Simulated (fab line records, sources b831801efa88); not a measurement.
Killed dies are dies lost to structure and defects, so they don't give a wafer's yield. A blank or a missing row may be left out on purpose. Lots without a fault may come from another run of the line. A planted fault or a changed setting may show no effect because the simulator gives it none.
Which tool did it? | flow sky130 | 14 lots, 42 wafers sampled, at 3 steps of a route of 708

WHAT THE GAUGES READ, wafer by wafer
SKY_SD_N_RS_MEAS_16: measures by four-point-probe.
lot  | measured     | on            | SD_N_RS (ohm/sq)
L354 | day 27 13:56 | film_metro-04 | 68.73 68.59 68.63
L356 | day 28 19:09 | film_metro-01 | 68.67 68.59 68.58
L359 | day 29 13:40 | film_metro-04 | 68.83 68.72 68.58
L362 | day 30 14:15 | film_metro-01 | 68.60 68.72 68.57
L363 | day 31 01:16 | film_metro-01 | 64.87 64.94 64.81
L364 | day 31 10:14 | film_metro-03 | 68.53 68.49 68.61
L365 | day 31 19:03 | film_metro-01 | 64.87 64.87 64.81
L368 | day 32 16:45 | film_metro-03 | 68.57 68.78 68.62
L369 | day 32 19:34 | film_metro-03 | 68.56 68.80 68.68
L371 | day 33 13:30 | film_metro-04 | 68.40 68.22 68.42
L373 | day 34 03:53 | film_metro-04 | 68.40 68.48 68.33
L375 | day 35 03:07 | film_metro-04 | 68.54 68.65 68.73
L376 | day 35 11:23 | film_metro-01 | 68.80 68.69 68.68
L377 | day 36 01:29 | film_metro-04 | 68.46 68.53 68.52

WHICH TOOL RAN EACH LOT (tool, then ch and the chambers of the sampled wafers, then the start)
lot  | SKY_SD_N_IMPLANT_09             | SKY_SD_N_STRIP_11
L354 | implanter-02 ch 0, day 27 13:12 | plasma_asher-03 ch 0, day 27 13:30
L356 | implanter-01 ch 0, day 28 18:29 | plasma_asher-04 ch 0,1, day 28 18:45
L359 | implanter-02 ch 0, day 29 12:59 | plasma_asher-03 ch 0,1, day 29 13:15
L362 | implanter-03 ch 0, day 30 13:34 | plasma_asher-04 ch 0,1, day 30 13:50
L363 | implanter-01 ch 0, day 31 00:32 | plasma_asher-03 ch 0,1, day 31 00:50
L364 | implanter-02 ch 0, day 31 09:33 | plasma_asher-03 ch 0,1, day 31 09:51
L365 | implanter-01 ch 0, day 31 18:22 | plasma_asher-04 ch 0, day 31 18:40
L368 | implanter-03 ch 0, day 32 16:04 | plasma_asher-04 ch 0,1, day 32 16:20
L369 | implanter-03 ch 0, day 32 18:53 | plasma_asher-01 ch 0,1, day 32 19:09
L371 | implanter-02 ch 0, day 33 12:48 | plasma_asher-01 ch 0,1, day 33 13:06
L373 | implanter-02 ch 0, day 34 03:12 | plasma_asher-03 ch 0,1, day 34 03:30
L375 | implanter-01 ch 0, day 34 22:38 | plasma_asher-04 ch 1, day 35 02:41
L376 | implanter-03 ch 0, day 35 10:39 | plasma_asher-03 ch 0,1, day 35 10:57
L377 | implanter-03 ch 0, day 36 00:48 | plasma_asher-04 ch 0,1, day 36 01:06
- SKY_SD_N_IMPLANT_09
- SKY_SD_N_STRIP_11: strips in O2/N2.

WHAT THE TOOLS THEMSELVES READ (means of the sampled wafers that have a number; where no wafer has one, the mark that the record gives instead)
SKY_SD_N_IMPLANT_09.
lot  | tool         | beam_on_s (s) | dose_ions_cm2 | end_station_pressure_torr (Torr)
L354 | implanter-02 | 18.1          | 4e+15         | 1.3e-05
L356 | implanter-01 | 18.7          | 4e+15         | 1.3e-05
L359 | implanter-02 | 18.1          | 4e+15         | 1.3e-05
L362 | implanter-03 | 18.3          | 4e+15         | 1.3e-05
L363 | implanter-01 | 30.8          | 7e+15         | 1.1e-05
L364 | implanter-02 | 18.1          | 4e+15         | 1.3e-05
L365 | implanter-01 | 31.0          | 7e+15         | 1.1e-05
L368 | implanter-03 | 18.1          | 4e+15         | 1.3e-05
L369 | implanter-03 | 18.3          | 4e+15         | 1.3e-05
L371 | implanter-02 | 18.2          | 4e+15         | 1.4e-05
L373 | implanter-02 | 18.1          | 4e+15         | 1.3e-05
L375 | implanter-01 | 19.2          | 4e+15         | 1.3e-05
L376 | implanter-03 | 18.4          | 4e+15         | 1.3e-05
L377 | implanter-03 | 18.3          | 4e+15         | 1.3e-05

SKY_SD_N_STRIP_11.
lot  | tool            | drypump_motor_current_A (A) | oes_product_au (a.u.) | strip_time_to_endpoint_s (s)
L354 | plasma_asher-03 | 6.3                         | 0.531                 | 22.56
L356 | plasma_asher-04 | 6.4                         | 0.528                 | 22.52
L359 | plasma_asher-03 | 5.9                         | 0.528                 | 22.63
L362 | plasma_asher-04 | 6.1                         | 0.524                 | 22.60
L363 | plasma_asher-03 | 5.9                         | 0.508                 | 23.59
L364 | plasma_asher-03 | 6.1                         | 0.529                 | 22.54
L365 | plasma_asher-04 | 6.6                         | 0.513                 | 23.68
L368 | plasma_asher-04 | 6.1                         | 0.530                 | 22.55
L369 | plasma_asher-01 | 5.8                         | 0.522                 | 22.42
L371 | plasma_asher-01 | 5.8                         | 0.527                 | 22.56
L373 | plasma_asher-03 | 5.9                         | 0.528                 | 22.53
L375 | plasma_asher-04 | 5.8                         | 0.528                 | 22.61
L376 | plasma_asher-03 | 5.9                         | 0.528                 | 22.56
L377 | plasma_asher-04 | 6.0                         | 0.524                 | 22.56

THE ANSWER, worked out from the rows above alone
Rule: what is usual is taken from the lots themselves. Put in order of their means at a reading, lots are off if they are a third of the lots or fewer, leave a main group of 4 or more, and stand apart from it by a gap of 3 or more times the standard deviation of the main group's means; of several such gaps the widest counts. A main group whose means are all the same, to the digits that the tables above print for the reading, isn't used. A lot without any number at a reading at which 4 lots or more have one is off too. The other lots that the step has rows for count as sound. The gauges are gone through in route order, then the tools' own readings, and for those a lot's mean is taken as printed above. The first step at which some lot is off is used, and at that step the reading that is off furthest; a lot without a number counts as furthest.
Off: L363, L365, at SKY_SD_N_RS_MEAS_16 (SD_N_RS). The main group: mean 68.59 ohm/sq, standard deviation 0.11.
A tool fits if, at a process step before that reading, it ran every lot that is off, and no sound lot after the first of them. The gauges at SKY_SD_N_RS_MEAS_16 aren't tried: what is off there is off at SKY_SD_N_IMPLANT_09 too, on other tools, and a gauge's error can't cause that. None of those tried fits.

WHAT THE SIMULATOR HAD PUT IN
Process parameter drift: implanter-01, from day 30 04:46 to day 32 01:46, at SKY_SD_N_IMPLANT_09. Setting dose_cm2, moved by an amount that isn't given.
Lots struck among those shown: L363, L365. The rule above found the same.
